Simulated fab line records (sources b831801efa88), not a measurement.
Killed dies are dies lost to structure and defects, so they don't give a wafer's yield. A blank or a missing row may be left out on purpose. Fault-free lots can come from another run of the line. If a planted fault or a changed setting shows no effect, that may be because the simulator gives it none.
Which tool is to blame? / flow sky130 / 18 wafers from 6 lots sampled at 2 of the route's 708 steps

## WHAT THE GAUGES SHOWED, per wafer
SKY_FIELD_ISO_THK_MEAS_25.
lot=L112; measured=day 2 12:48; on=film_metro-03; FIELD_ISO_CVD_24_THK (nm)=598 602 599
lot=L116; measured=day 3 11:02; on=film_metro-02; FIELD_ISO_CVD_24_THK (nm)=594 598 597
lot=L123; measured=day 4 23:11; on=film_metro-01; FIELD_ISO_CVD_24_THK (nm)=593 600 597
lot=L127; measured=day 5 21:07; on=film_metro-02; FIELD_ISO_CVD_24_THK (nm)=590 590 591
lot=L129; measured=day 6 09:30; on=film_metro-02; FIELD_ISO_CVD_24_THK (nm)=599 609 604
lot=L131; measured=day 6 16:25; on=film_metro-02; FIELD_ISO_CVD_24_THK (nm)=594 582 587

## WHICH TOOL RAN EACH LOT (tool, then ch and the chambers of the sampled wafers, then the start)
lot=L112; SKY_FIELD_ISO_ETCH_17=rie_si-02 ch 1,2,3, day 2 10:10
lot=L116; SKY_FIELD_ISO_ETCH_17=rie_si-01 ch 0,2,3, day 3 07:49
lot=L123; SKY_FIELD_ISO_ETCH_17=rie_si-02 ch 1,3, day 4 19:03
lot=L127; SKY_FIELD_ISO_ETCH_17=rie_si-01 ch 0,1,2, day 5 18:01
lot=L129; SKY_FIELD_ISO_ETCH_17=rie_si-01 ch 2,3, day 6 06:01
lot=L131; SKY_FIELD_ISO_ETCH_17=rie_si-02 ch 0,2, day 6 14:06
- SKY_FIELD_ISO_ETCH_17: etches Si in HBr/Cl2/O2, target depth 342 nm, time 97.7 s.

## THE ANSWER, worked out from the rows above alone
Rule: usual is defined by the lots themselves. Put in order of their means at a reading, lots are off if they are a third of the lots or fewer, leave a main group of 4 or more, and stand apart from it by a gap of 3 or more times the standard deviation of the main group's means; of several such gaps the widest counts. A main group is skipped when, at the precision printed for the reading in the tables above, its means are all equal. A lot without any number at a reading at which 4 lots or more have one is off too. All remaining lots with rows at the step are treated as sound.
No lot is off at any reading shown: from this, nothing can be told.

## WHAT WAS PUT IN BY THE SIMULATOR
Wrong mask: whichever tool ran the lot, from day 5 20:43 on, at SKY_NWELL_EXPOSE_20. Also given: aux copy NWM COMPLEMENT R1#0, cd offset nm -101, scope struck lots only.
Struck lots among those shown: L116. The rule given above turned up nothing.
